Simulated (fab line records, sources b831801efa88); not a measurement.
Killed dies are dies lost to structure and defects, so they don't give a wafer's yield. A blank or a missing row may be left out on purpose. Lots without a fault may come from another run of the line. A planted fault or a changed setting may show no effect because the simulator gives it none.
Chamber matching | flow gf180mcu | GF_V3_CMP_04 on cmp-02: 4 sister chambers
The step polishes SiO2. 8 wafers are shown with their chamber, then 9 later ones without.

WAFERS WITH THEIR CHAMBER
wafer  | chamber | motor_current_A (A) | head_pressure_psi (psi)
L114.6 | 3       | 13.0                | 4.001
L116.2 | 1       | 11.3                | 4.006
L117.5 | 1       | 11.3                | 4.000
L119.3 | 0       | 12.6                | 3.989
L119.5 | 2       | 12.4                | 3.996
L120.1 | 0       | 12.1                | 3.989
L120.3 | 3       | 12.7                | 3.993
L120.5 | 2       | 11.8                | 4.010

WAFERS WITHOUT THEIR CHAMBER
wafer  | motor_current_A (A) | head_pressure_psi (psi)
L129.3 | 12.3                | 4.004
L129.4 | 11.5                | 4.008
L129.6 | 11.1                | 4.012
L132.1 | 11.2                | 3.990
L132.3 | 12.4                | 4.008
L132.6 | 12.4                | 4.004
L133.3 | 11.9                | 4.010
L133.4 | 11.9                | 3.983
L133.5 | 11.9                | 4.005

WHICH CHAMBER EACH WENT THROUGH
wafer  | from the rows above          | in truth
L129.3 | can't be placed: 2 or 3 or 0 | 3
L129.4 | can't be placed: 1 or 2      | 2
L129.6 | 1                            | 1
L132.1 | can't be placed: 1 or 2 or 0 | 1
L132.3 | can't be placed: 2 or 3 or 0 | 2
L132.6 | can't be placed: 2 or 3 or 0 | 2
L133.3 | can't be placed: 2 or 1      | 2
L133.4 | can't be placed: 0 or 2      | 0
L133.5 | can't be placed: 2 or 1      | 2
Placed correctly: 1 of 9. Can't be placed from these rows: 8 (the true chamber is among the candidates in 8). Placed wrongly: 0.
How it was worked out, from the rows above alone: a wafer's distance from a chamber is the root of the sum, over the readings, of the square of ((its reading less the chamber's mean) divided by the reading's scatter). The wafer belongs to the nearest chamber; if the next one is less than 2 further off, it can't be placed. A chamber's mean is the mean of its shown wafers. The scatter: the root of (the sum of the squares of (reading less its chamber's mean) over the shown wafers, divided by (wafers less chambers)).
